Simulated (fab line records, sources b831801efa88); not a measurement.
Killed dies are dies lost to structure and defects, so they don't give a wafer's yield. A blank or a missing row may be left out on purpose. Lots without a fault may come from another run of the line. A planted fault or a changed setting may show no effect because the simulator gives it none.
fab line records | flow sky130
record lots=5 wafers=14 last_day=50
route steps=708 shown PASSIVATION@689 PAD_OPEN@694
lots that met no fault: from a run of the same line without faults
start_h: hours from the record's first day to the start of the lot's first wafer shown | wait_h: hours since the lot's step before | " the same as in the row above | L1.1+2: a row that stands for several wafers | - no value, or no start given | * or withheld: withheld | < > ~ a bound
route shown NAME@n: a module of which the file shows steps, and the number in the route of the first | usual: mean/standard deviation of fault-free wafers | same: alike in all rows | chamber/n: place in a boat | sites: the reading at each site | _std_site: their standard deviation | _edge_site: outer sites' mean less inner sites' | radius_mm: how far each site lies from the wafer's centre | mask NAME#n: copy n | behind: the tool/chamber that last shaped the wafer | hold: why the lot was held/for how many hours/how that ended | device: the transistor (n, p or np) that didn't switch | end of line: the same wafers' tests at the end of the route | a step without rows: its recipe alone | killed: dies lost to structure and defects at the first sort, not the wafer's yield | map: a wafer's dies, x killed, . not, _ none there
set.NAME: the setting as run; set.NAME@STEP: as run at that earlier step | model.NAME: the simulator's own value behind a step, which no gauge read
lots at some steps of the route; a table a step, a row a wafer
services: from which hour (start_h, from the record's first day; less than 0 if before it) a tool's chamber was out of use, for how many hours, and why
## steps
# step SKY_PASSIVATION_EXPOSE_08
# recipe mask_id=NSM target_cd_nm=3000 na=0.57 dose_mj=260
# step SKY_PASSIVATION_PEB_09
# recipe temp_c=115 time_s=withheld
# step SKY_PASSIVATION_DEVELOP_10
# recipe develop_time_s=60 dev_temp_c=23
# step SKY_PASSIVATION_ETCH_11
# recipe chemistry=CF4/O2 target_depth_nm=725 stop_on=AlCu source_w=800 bias_w=150 pressure_mtorr=150 cf4_flow_sccm=80 O2_flow_sccm=10 time_s=161.1
# usual drypump_motor_current_A=5.8/0.38 oes_product_au=0.978/0.0066 throttle_valve_pct=5.964/0.0091
# columns lot.wafer tool chamber start_h wait_h drypump_motor_current_A oes_product_au rf_hours_counter_h throttle_valve_pct
L240.3 rie_diel-03 1 1051.26 - 5.5 0.982 19 5.959
L240.4 " 3 " " 6.0 0.979 16 5.964
L240.6 " 0 " " 5.0 0.981 - 5.957
L243.1 rie_diel-03 2 1069.46 - 5.8 0.972 21 5.959
L243.2 " 1 " " 5.6 0.970 20 5.971
L243.6 " 3 " " 6.0 0.983 - 5.966
L252.2 rie_diel-04 3 1130.24 - 5.7 0.973 16 5.964
L252.3 " 2 " " 6.3 0.975 3 5.968
L259.2 rie_diel-04 2 1163.56 - 6.3 0.977 4 5.956
L259.4 " 0 " " 5.8 0.985 10 5.970
L259.5 " 0 " " 5.8 0.981 - 5.951
L262.3 rie_diel-03 2 1184.51 - 5.7 0.973 25 5.959
L262.5 " 1 " " 5.6 0.986 - 5.962
L262.6 " 0 " " 5.0 0.978 - 5.961
# step SKY_PASSIVATION_STRIP_12
# recipe chemistry=O2/N2 power_w=1400 pressure_mtorr=1500 platen_temp_c=withheld overash_fraction=0.7 o2_flow_sccm=3000 n2_flow_sccm=300
# usual drypump_motor_current_A=5.36/0.3 oes_product_au=0.661/0.0046 strip_time_to_endpoint_s=31.50/0.11
# columns lot.wafer tool chamber start_h wait_h drypump_motor_current_A oes_product_au rf_hours_counter_h strip_time_to_endpoint_s
L240.3 plasma_asher-01 1 1051.40 0.1 5.44 0.660 - 31.42
L240.4 " 0 " " 5.09 0.654 - 31.42
L240.6 " 1 " " 5.45 0.654 - 31.43
L243.1 plasma_asher-01 1 1069.57 0.1 5.46 0.660 33 31.44
L243.2 " 0 " " 5.08 0.657 33 31.35
L243.6 " 1 " " 5.44 0.664 - 31.41
L252.2 plasma_asher-02 0 1130.34 0.1 5.72 0.667 5 31.51
L252.3 " 0 " " 5.71 0.664 - 31.69
L259.2 plasma_asher-02 0 1163.67 0.1 5.70 0.661 9 31.53
L259.4 " 0 " " 5.71 0.661 - 31.40
L259.5 " 0 " " 5.72 0.656 - 31.42
L262.3 plasma_asher-02 0 1184.65 0.1 5.72 0.660 - 31.66
L262.5 " 0 " " 5.71 0.674 - 31.36
L262.6 " 1 " " 5.81 0.667 - 31.42
# step SKY_PAD_OPEN_DEHYDRATE_00
# recipe temp_c=200 time_s=60
# step SKY_PAD_OPEN_HMDS_01
# recipe prime_time_s=60 prime_temp_c=120
# step SKY_PAD_OPEN_COAT_02
# recipe spin_rpm=2000 resist_thk_nm=3000
# step SKY_PAD_OPEN_SOFTBAKE_03
# recipe temp_c=110 time_s=withheld
# step SKY_PAD_OPEN_EXPOSE_04
# recipe mask_id=PDM target_cd_nm=60000 na=0.57 dose_mj=260
# step SKY_PAD_OPEN_PEB_05
# recipe temp_c=115 time_s=withheld
# step SKY_PAD_OPEN_DEVELOP_06
# recipe develop_time_s=60 dev_temp_c=23
# step SKY_PAD_OPEN_ETCH_07
# recipe chemistry=CF4/O2 target_depth_nm=725 stop_on=AlCu source_w=800 bias_w=150 pressure_mtorr=150 cf4_flow_sccm=80 O2_flow_sccm=10 time_s=161.1
# usual drypump_motor_current_A=5.7/0.4 oes_product_au=0.978/0.0067 throttle_valve_pct=5.965/0.0091
# columns lot.wafer tool chamber start_h wait_h drypump_motor_current_A oes_product_au rf_hours_counter_h throttle_valve_pct model.etch.depth_nm model.PAD_OPEN.feature_depth_nm
L240.3 rie_diel-02 2 1072.82 - 5.2 0.979 15 5.958 699.2 699.2
L240.4 " 1 " " 5.7 0.991 16 5.980 713.6 713.6
L240.6 " 0 " " 6.0 0.976 - 5.967 703.9 703.9
L243.1 rie_diel-02 1 1090.16 - 5.7 0.977 17 5.967 703.2 703.2
L243.2 " 3 " " 5.9 0.976 18 5.952 698.5 698.5
L243.6 " 0 " " 6.0 0.985 - 5.972 705.5 705.5
L252.2 rie_diel-02 3 1148.66 - 5.9 0.901 20 5.952 604 604
L252.3 " 1 " " 5.7 0.971 19 5.949 694 694
L259.2 rie_diel-03 1 1180.41 - 5.6 0.984 24 5.957 700.3 700.3
L259.4 " 0 " " 5.0 0.976 10 5.951 711.7 711.7
L259.5 " 2 " " 5.8 0.976 - 5.959 707.3 707.3
L262.3 rie_diel-03 0 1200.17 - 5.0 0.983 11 5.971 703.8 703.8
L262.5 " 2 " " 5.8 0.980 - 5.959 709.6 709.6
L262.6 " 3 " " 6.0 0.979 - 5.952 709.4 709.4
# step SKY_PAD_OPEN_STRIP_08
# recipe chemistry=O2/N2 power_w=1400 pressure_mtorr=1500 platen_temp_c=withheld overash_fraction=0.7 o2_flow_sccm=3000 n2_flow_sccm=300
# usual drypump_motor_current_A=5.3/0.4 oes_product_au=0.663/0.0046
# columns lot.wafer tool chamber start_h wait_h drypump_motor_current_A oes_product_au rf_hours_counter_h
L240.3 plasma_asher-03 0 1072.96 0.1 5.2 0.664 -
L240.4 " 1 " " 4.9 0.653 -
L240.6 " 1 " " 4.9 0.662 -
L243.1 plasma_asher-03 1 1090.27 0.1 4.9 0.653 92
L243.2 " 0 " " 5.3 0.660 92
L243.6 " 0 " " 5.3 0.666 -
L252.2 plasma_asher-04 1 1148.77 0.1 6.2 0.662 72
L252.3 " 0 " " 5.9 0.670 -
L259.2 plasma_asher-03 1 1180.52 0.1 4.8 0.649 101
L259.4 " 1 " " 4.8 0.664 -
L259.5 " 0 " " 5.3 0.667 -
L262.3 plasma_asher-01 1 1200.31 0.1 5.5 0.670 -
L262.5 " 1 " " 5.5 0.665 -
L262.6 " 0 " " 5.1 0.668 -
# step SKY_PAD_OPEN_PROBE_99
# usual defect_limited_yield=82.4/2 killed_at_M0_to_M3=44/6.5 killed_at_M4_up=3.3/1.7 killed_at_contacts=25/5.3 killed_at_front_end=15/5 killed_at_other=0.2/0.47 killed_dies=87/9.9 killed_on_rim=17/3.8 killed_open=47/8 killed_short=39/6.1 sort_bin_3_pad_short=0.9/0.43 sort_bin_5_function=10.4/1.5 sort_bin_6_memory=6.2/1.2 sort_n_pass=405/9.9 sort_yield_pct=82.4/2
# same gross_dies=492 killed_at_back_side=0 sort_bin_4_leakage[%]=0 sort_bin_8_speed[%]=0
# columns lot.wafer tool chamber start_h wait_h hold defect_limited_yield[%] killed_at_M0_to_M3 killed_at_M4_up killed_at_contacts killed_at_front_end killed_at_other killed_dies killed_on_rim killed_open killed_short sort_bin_3_pad_short[%] sort_bin_5_function[%] sort_bin_6_memory[%] sort_n_pass sort_yield_pct[%] model.etest.tester.sort_n_pass model.etest.tester.sort_bin_5_pct model.etest.tester.sort_yield_pct model.etest.res_pwell_under_gate.open model.etest.cap_mim.open model.etest.cap_mim.under_floor model.etest.pfet_16v.open model.etest.met1.open
L240.3 prober-01 - 1075.49 0.2 - 83.3 42 4 25 11 0 82 20 51 31 0.6 10.0 6.1 410 83.3 410 9.959 83.33 0 0 0 0 0
L240.4 prober-01 - 1075.54 0.2 - 83.7 43 3 25 9 0 80 20 38 42 1.4 10.4 4.5 412 83.7 412 10.37 83.74 0 0 0 0 0
L240.6 prober-01 - 1075.64 0.2 - 80.1 49 3 20 26 0 98 18 55 43 1.2 10.4 8.3 394 80.1 394 10.37 80.08 0 0 0 0 0
L243.1 prober-02 - 1092.48 0.1 - 84.6 34 2 23 16 1 76 18 42 34 0.2 8.5 6.7 416 84.6 416 8.537 84.55 0 0 0 0 0
L243.2 prober-02 - 1092.53 0.1 - 83.1 43 7 22 11 0 83 17 46 37 1.0 11.6 4.3 409 83.1 409 11.59 83.13 0 0 0 0 0
L243.6 prober-02 - 1092.73 0.2 - 80.1 49 2 26 21 0 98 24 56 42 1.0 11.6 7.3 394 80.1 394 11.59 80.08 0 0 0 0 0
L252.2 prober-01 - 1151.27 0.1 await_dispo/1.6h/release 0 30 3 18 18 423 492 96 29 40 0.4 93.3 6.3 0 0 0 93.29 0 1 1 1 1 1
L252.3 prober-01 - 1151.32 0.2 await_dispo/1.6h/release 85.8 42 5 10 13 0 70 14 35 35 1.2 8.1 4.9 422 85.8 422 8.13 85.77 0 0 0 0 0
L259.2 prober-02 - 1182.82 0.1 - 84.3 36 6 21 14 0 77 13 35 42 1.0 10.0 4.7 415 84.3 415 9.959 84.35 0 0 0 0 0
L259.4 prober-02 - 1182.92 0.2 - 82.9 38 4 27 15 0 84 9 45 39 0.2 9.8 7.1 408 82.9 408 9.756 82.93 0 0 0 0 0
L259.5 prober-02 - 1182.97 0.2 - 82.5 42 4 21 18 1 86 17 44 42 0.8 10.6 6.1 406 82.5 406 10.57 82.52 0 0 0 0 0
L262.3 prober-02 - 1203.73 0.2 - 83.3 39 1 24 18 0 82 19 46 36 0.4 10.0 6.3 410 83.3 410 9.959 83.33 0 0 0 0 0
L262.5 prober-02 - 1203.83 0.2 - 82.7 31 6 36 12 0 85 20 55 30 0 10.6 6.7 407 82.7 407 10.57 82.72 0 0 0 0 0
L262.6 prober-02 - 1203.88 0.2 - 86.6 32 2 25 7 0 66 13 36 30 0.8 8.3 4.3 426 86.6 426 8.333 86.59 0 0 0 0 0
# killed by level:class
L240.3 VIA1:geometric_particle:open=12 LI_CONTACT:geometric_particle:open=10 CONTACT:geometric_particle:open=10 VIA1:geometric_particle:short=8 VIA3:geometric_particle:open=6 VIA2:geometric_particle:open=5 METAL3:geometric_particle:short=5 FIELD_ISO:geometric_particle:open=3
L240.4 VIA1:geometric_particle:open=11 CONTACT:geometric_particle:open=9 METAL2:geometric_particle:short=8 VIA1:geometric_particle:short=7 LOCAL_INTERCONNECT:geometric_particle:short=6 VIA3:geometric_particle:open=5 FIELD_ISO:geometric_particle:open=4 LI_CONTACT:geometric_particle:short=4
L240.6 VIA2:geometric_particle:open=12 FIELD_ISO:geometric_particle:short=9 METAL2:geometric_particle:short=9 CONTACT:geometric_particle:open=8 VIA3:geometric_particle:open=7 POLY_GATE:geometric_particle:short=6 VIA1:geometric_particle:open=6 FIELD_ISO:geometric_particle:open=5
L243.1 LI_CONTACT:geometric_particle:open=10 METAL1:geometric_particle:short=8 CONTACT:geometric_particle:open=6 VIA1:geometric_particle:open=5 VIA1:geometric_particle:short=5 CONTACT:geometric_particle:short=4 VIA2:geometric_particle:short=4 FIELD_ISO:geometric_particle:open=3
L243.2 VIA1:geometric_particle:open=9 CONTACT:geometric_particle:open=6 VIA2:geometric_particle:open=6 LI_CONTACT:geometric_particle:open=5 VIA3:geometric_particle:short=4 CONTACT:geometric_particle:short=4 METAL1:geometric_particle:short=4 METAL2:geometric_particle:short=4
L243.6 VIA1:geometric_particle:open=10 FIELD_ISO:geometric_particle:open=9 VIA2:geometric_particle:open=9 VIA3:geometric_particle:open=8 CONTACT:geometric_particle:short=7 CONTACT:geometric_particle:open=7 VIA3:geometric_particle:short=6 LI_CONTACT:geometric_particle:open=5
L252.2 PAD_OPEN:area_etch=423 CONTACT:geometric_particle:open=8 VIA1:geometric_particle:open=7 METAL1:geometric_particle:short=6 VIA3:geometric_particle:short=5 FIELD_ISO:geometric_particle:short=4 POLY_GATE:geometric_particle:short=4 POLY_GATE:geometric_particle:open=4
L252.3 VIA1:geometric_particle:open=11 METAL1:geometric_particle:short=6 METAL2:geometric_particle:short=4 VIA2:geometric_particle:open=4 VIA3:geometric_particle:short=4 METAL4:geometric_particle:short=4 FIELD_ISO:geometric_particle:open=3 FIELD_ISO:geometric_particle:short=3
L259.2 CONTACT:geometric_particle:open=8 VIA1:geometric_particle:open=6 FIELD_ISO:geometric_particle:short=5 VIA2:geometric_particle:short=5 VIA1:geometric_particle:short=5 VIA3:geometric_particle:open=5 LI_CONTACT:geometric_particle:open=4 METAL1:geometric_particle:short=4
L259.4 CONTACT:geometric_particle:open=11 LI_CONTACT:geometric_particle:open=8 METAL2:geometric_particle:short=8 VIA1:geometric_particle:open=6 CONTACT:geometric_particle:short=5 VIA2:geometric_particle:open=5 FIELD_ISO:geometric_particle:short=4 POLY_GATE:geometric_particle:open=4
L259.5 CONTACT:geometric_particle:open=9 VIA2:geometric_particle:open=8 VIA1:geometric_particle:short=7 VIA3:geometric_particle:open=7 VIA1:geometric_particle:open=6 FIELD_ISO:geometric_particle:short=5 LOCAL_INTERCONNECT:geometric_particle:short=5 FIELD_ISO:geometric_particle:open=4
L262.3 CONTACT:geometric_particle:open=13 VIA2:geometric_particle:open=8 FIELD_ISO:geometric_particle:short=7 VIA3:geometric_particle:open=7 METAL1:geometric_particle:short=6 METAL2:geometric_particle:short=6 VIA1:geometric_particle:open=5 LI_CONTACT:geometric_particle:open=4
L262.5 CONTACT:geometric_particle:open=20 VIA3:geometric_particle:open=9 LI_CONTACT:geometric_particle:open=8 VIA2:geometric_particle:open=6 FIELD_ISO:geometric_particle:short=5 CONTACT:geometric_particle:short=5 VIA1:geometric_particle:open=5 METAL4:geometric_particle:short=5
L262.6 CONTACT:geometric_particle:open=9 VIA3:geometric_particle:open=7 LI_CONTACT:geometric_particle:open=6 METAL3:geometric_particle:short=6 LOCAL_INTERCONNECT:geometric_particle:short=5 VIA1:geometric_particle:open=5 VIA2:geometric_particle:short=4 VIA2:geometric_particle:open=4
# map L252.2 (x killed, . not)
__________xxxxxxxxxx_________
________xxxxxxxxxxxxxx_______
______xxxxxxxxxxxxxxxxxx_____
_____xxxxxxxxxxxxxxxxxxxx____
____xxxxxxxxxxxxxxxxxxxxxx___
___xxxxxxxxxxxxxxxxxxxxxxxx__
__xxxxxxxxxxxxxxxxxxxxxxxxxx_
_xxxxxxxxxxxxxxxxxxxxxxxxxxxx
_xxxxxxxxxxxxxxxxxxxxxxxxxxxx
_xxxxxxxxxxxxxxxxxxxxxxxxxxxx
_xxxxxxxxxxxxxxxxxxxxxxxxxxxx
_xxxxxxxxxxxxxxxxxxxxxxxxxxxx
_xxxxxxxxxxxxxxxxxxxxxxxxxxxx
_xxxxxxxxxxxxxxxxxxxxxxxxxxxx
_xxxxxxxxxxxxxxxxxxxxxxxxxxxx
__xxxxxxxxxxxxxxxxxxxxxxxxxx_
___xxxxxxxxxxxxxxxxxxxxxxxx__
____xxxxxxxxxxxxxxxxxxxxxx___
_____xxxxxxxxxxxxxxxxxxxx____
______xxxxxxxxxxxxxxxxxx_____
________xxxxxxxxxxxxxx_______
__________xxxxxxxxxx_________
# map L243.6 (x killed, . not)
__________.xx....x.._________
________....x...x.x..._______
______x.........x...xx.._____
_____..........x....x....____
____xx.....x....xx......xx___
___x..xx.......x..x..x.x...__
__x....x.x..........x.....x._
_x...x..x.........x.....x..x.
_.....x.....x.....x..........
_x....x...x..x.........x..x..
_x....x.....x..x.............
_..x.......x.....x........xxx
_..x...x.......x..x..x..xx...
_.....xx..x.....x..x..x......
_.x...............xx...x..xx.
__.x......x.......x..x......_
___..............xx....x...__
____x......x......xx......___
_____..xxx...x.x....x..x.____
______.............xx..x_____
________..xx.........._______
__________.........._________
## services
# columns tool chamber start_h hours kind
rie_diel-03 1 1035.06 9.0 repair
plasma_asher-02 - 1055.25 9.0 pm
plasma_asher-03 - 1065.66 5.3 pm
plasma_asher-04 - 1084.97 2.5 repair
rie_diel-04 2 1087.51 7.2 repair
plasma_asher-04 - 1100.74 15.4 pm
plasma_asher-02 - 1104.68 3.3 repair
rie_diel-04 0 1105.99 6.7 repair
rie_diel-02 3 1109.43 8.3 repair
rie_diel-03 - 1109.44 2.8 pm
plasma_asher-02 - 1115.64 13.1 repair
rie_diel-02 0 1117.31 4.1 repair
plasma_asher-01 - 1126.64 1.4 repair
rie_diel-02 - 1131.85 1.2 repair
plasma_asher-03 - 1132.75 1.9 repair
plasma_asher-01 - 1134.99 2.8 pm
rie_diel-03 1 1145.02 1.2 repair
rie_diel-02 0 1163.95 1.4 repair
rie_diel-03 0 1169.50 8.7 repair
rie_diel-03 2 1170.26 1.9 repair
plasma_asher-03 - 1182.78 2.6 repair
rie_diel-02 - 1185.31 1.0 repair
rie_diel-04 - 1191.27 0.4 repair
rie_diel-02 - 1193.67 0.4 repair
## key
first_sign step=SKY_PAD_OPEN_ETCH_07 reading=oes_product_au direction=down sigmas=11 usual=0.978 struck=0.901
effect step=SKY_PAD_OPEN_PROBE_99 reading=killed_at_other direction=up sigmas=99+ usual=0.2 struck=423
model_effect step=SKY_PAD_OPEN_ETCH_07 value=etch.depth_nm without=695.1 struck=604
model_effect step=SKY_PAD_OPEN_PROBE_99 value=etest.tester.sort_n_pass without=423 struck=0
more_kills_born_at SKY_PAD_OPEN_ETCH_07@rie_diel-02=423
met_at SKY_PAD_OPEN_ETCH_07
struck_wafers L252.2
later_rows_left_out L252.2
onset_between 1090.16 1148.66
fault kind=process_parameter_drift tool=rie_diel-02 chamber=- onset_h=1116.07 steps=SKY_PAD_OPEN_ETCH_07 channel=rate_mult offset=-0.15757 shape=step end_h=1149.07 scope=struck_wafers_only
# later_rows_left_out: the simulator's readings of these wafers behind a module that went badly wrong aren't trusted and aren't shown, but for the sort
